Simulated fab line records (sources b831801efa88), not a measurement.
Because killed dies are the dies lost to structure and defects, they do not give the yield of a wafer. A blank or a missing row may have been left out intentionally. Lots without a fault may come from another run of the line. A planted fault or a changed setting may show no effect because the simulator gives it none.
Chamber matching ; flow sky130 ; 4 sister chambers for SKY_FIELD_ISO_CMP_27 on cmp-01
The step polishes, stops on Si3N4, t overpolish 16 s, target thk 457.8 nm. 16 wafers are shown with their chamber, then 8 later ones without.

## EACH WAFER AND ITS CHAMBER
wafer;chamber;motorCurrentA (A);platenRpm (rpm);timeToEndpointS (s)
L210.3;0;12.4;60.06;116
L210.4;1;10.9;59.93;110
L210.6;1;10.4;59.94;113
L217.3;3;12.4;59.98;109
L217.4;0;12.6;59.96;114
L217.5;2;12.9;59.98;109
L218.1;0;12.8;60.04;111
L218.2;3;12.7;59.95;105
L218.6;0;12.3;60.02;110
L222.3;2;12.3;60.09;110
L222.4;1;10.7;59.99;112
L222.6;2;13.2;60.01;107
L224.1;2;13.0;60.09;114
L224.2;3;12.7;60.05;110
L224.4;1;10.9;59.94;109
L225.1;3;12.0;60.04;109

SIGNATURES, as means of the wafers listed above
reading;chamber 0;chamber 1;chamber 2;chamber 3;scatter within a chamber
motorCurrentA;12.525;10.725;12.850;12.450;0.302
platenRpm;60.0200;59.9500;60.0425;60.0050;0.0449
timeToEndpointS;112.75;111.00;110.00;108.25;2.47
Rule: for a wafer and a chamber, the distance is found by dividing, reading by reading, the gap between the wafer's reading and the chamber's mean by the reading's scatter, squaring, summing and taking the root. The wafer belongs to the nearest chamber; if the next one is less than 2 further off, it can't be placed. How the scatter is found: for the shown wafers, subtract from each reading the mean of its chamber, square and add these, divide the total by (wafers less chambers), then take the root.

## WAFERS MISSING THEIR CHAMBER
wafer;motorCurrentA (A);platenRpm (rpm);timeToEndpointS (s)
L225.3;13.0;60.03;114
L225.5;12.4;60.06;109
L229.2;13.2;60.02;109
L229.4;12.5;59.99;105
L229.5;11.7;60.07;111
L230.2;12.5;59.98;101
L230.3;10.7;60.05;104
L230.4;12.7;60.02;106

## WHICH CHAMBER EACH WENT THROUGH
wafer;from the rows above;in truth
L225.3;can't be placed: 0 or 2 or 3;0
L225.5;can't be placed: 3 or 2 or 0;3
L229.2;can't be placed: 2 or 3 or 0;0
L229.4;can't be placed: 3 or 2 or 0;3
L229.5;can't be placed: 0 or 3 or 2 or 1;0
L230.2;can't be placed: 3 or 2 or 0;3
L230.3;1;1
L230.4;can't be placed: 3 or 2 or 0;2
Correctly placed: 1 of 8. Unplaceable from these rows: 7, with the true chamber sitting among the candidates in 7. Placed wrongly: 0.
